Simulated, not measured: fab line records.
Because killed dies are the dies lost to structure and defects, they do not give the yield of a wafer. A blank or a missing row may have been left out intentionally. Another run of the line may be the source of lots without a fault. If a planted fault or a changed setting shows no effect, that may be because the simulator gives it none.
Which of the tools did it? + flow gf180mcu + 15 lots, 45 wafers sampled, at 2 steps of a route of 602

== WHAT EACH GAUGE READ, for each wafer ==
GF_V5_THK_MEAS_03.
| lot  | measured     | on            | V5_CVD_02_THK (nm) |
|------|--------------|---------------|--------------------|
| L565 | day 26 07:29 | film_metro-04 | 1417 1425 1458     |
| L567 | day 27 11:29 | film_metro-02 | 1456 1422 1460     |
| L568 | day 27 13:13 | film_metro-04 | 1433 1425 1432     |
| L569 | day 28 04:06 | film_metro-03 | 1454 1452 1444     |
| L575 | day 29 09:55 | film_metro-04 | 1450 1454 1487     |
| L576 | day 29 20:44 | film_metro-03 | 1444 1469 1443     |
| L577 | day 30 02:16 | film_metro-03 | 1426 1422 1448     |
| L580 | day 30 20:43 | film_metro-02 | 1411 1411 1420     |
| L581 | day 31 05:00 | film_metro-02 | 1445 1472 1457     |
| L582 | day 31 12:46 | film_metro-02 | 1424 1422 1472     |
| L585 | day 31 20:35 | film_metro-03 | 1431 1424 1466     |
| L584 | day 31 20:55 | film_metro-04 | 1416 1411 1424     |
| L586 | day 32 09:46 | film_metro-02 | 1433 1478 1456     |
| L587 | day 32 15:08 | film_metro-04 | 1431 1477 1447     |
| L588 | day 32 22:38 | film_metro-04 | 1423 1434 1460     |

== WHAT TOOL EACH LOT RAN ON (gives the tool, then ch and the chambers of the sampled wafers, and finally the start) ==
| lot  | GF_V5_CVD_02                    |
|------|---------------------------------|
| L565 | pecvd-04 ch 0,1, day 26 07:22   |
| L567 | pecvd-03 ch 0,2, day 27 11:23   |
| L568 | pecvd-02 ch 0,1,2, day 27 13:06 |
| L569 | pecvd-02 ch 0,1,2, day 28 03:59 |
| L575 | pecvd-04 ch 0,1,2, day 29 09:49 |
| L576 | pecvd-04 ch 1,2, day 29 20:37   |
| L577 | pecvd-02 ch 1,2, day 30 02:10   |
| L580 | pecvd-02 ch 0,1,2, day 30 20:37 |
| L581 | pecvd-03 ch 0,2, day 31 04:52   |
| L582 | pecvd-03 ch 0,1,2, day 31 12:39 |
| L585 | pecvd-04 ch 0,1,2, day 31 20:29 |
| L584 | pecvd-03 ch 0,1, day 31 20:49   |
| L586 | pecvd-03 ch 1,2, day 32 09:38   |
| L587 | pecvd-03 ch 0,1,2, day 32 15:00 |
| L588 | pecvd-04 ch 0,1,2, day 32 22:32 |
- GF_V5_CVD_02: deposits SiO2 from TEOS, target thk 1450 nm, time 163.28 s.

== WHAT THE TOOLS THEMSELVES READ (means of the sampled wafers that have a number; where no wafer has one, the mark that the record gives instead) ==
GF_V5_CVD_02.
| lot  | tool     | heater_power_w (W) |
|------|----------|--------------------|
| L565 | pecvd-04 | 634                |
| L567 | pecvd-03 | 678                |
| L568 | pecvd-02 | 731                |
| L569 | pecvd-02 | 724                |
| L575 | pecvd-04 | 647                |
| L576 | pecvd-04 | 675                |
| L577 | pecvd-02 | 823                |
| L580 | pecvd-02 | 785                |
| L581 | pecvd-03 | 696                |
| L582 | pecvd-03 | 675                |
| L585 | pecvd-04 | 670                |
| L584 | pecvd-03 | 609                |
| L586 | pecvd-03 | 589                |
| L587 | pecvd-03 | 592                |
| L588 | pecvd-04 | 633                |

== THE ANSWER, worked out from the rows above alone ==
Rule: the usual values come from the lots themselves. Put in order of their means at a reading, lots are off if they are a third of the lots or fewer, leave a main group of 4 or more, and stand apart from it by a gap of 3 or more times the standard deviation of the main group's means; of several such gaps the widest counts. The tables above print the reading to a certain number of digits; a main group whose means all agree to those digits is not used. A lot without any number at a reading at which 4 lots or more have one is off too. The other lots that the step has rows for count as sound. First the gauges in route order, then the tools' own readings, where a lot's mean is used as printed above. The first step at which some lot is off is used, and at that step the reading that is off furthest; a lot without a number counts as furthest.
No lot is off on any of the readings shown, so nothing can be concluded from this.

== WHAT WAS PUT IN BY THE SIMULATOR ==
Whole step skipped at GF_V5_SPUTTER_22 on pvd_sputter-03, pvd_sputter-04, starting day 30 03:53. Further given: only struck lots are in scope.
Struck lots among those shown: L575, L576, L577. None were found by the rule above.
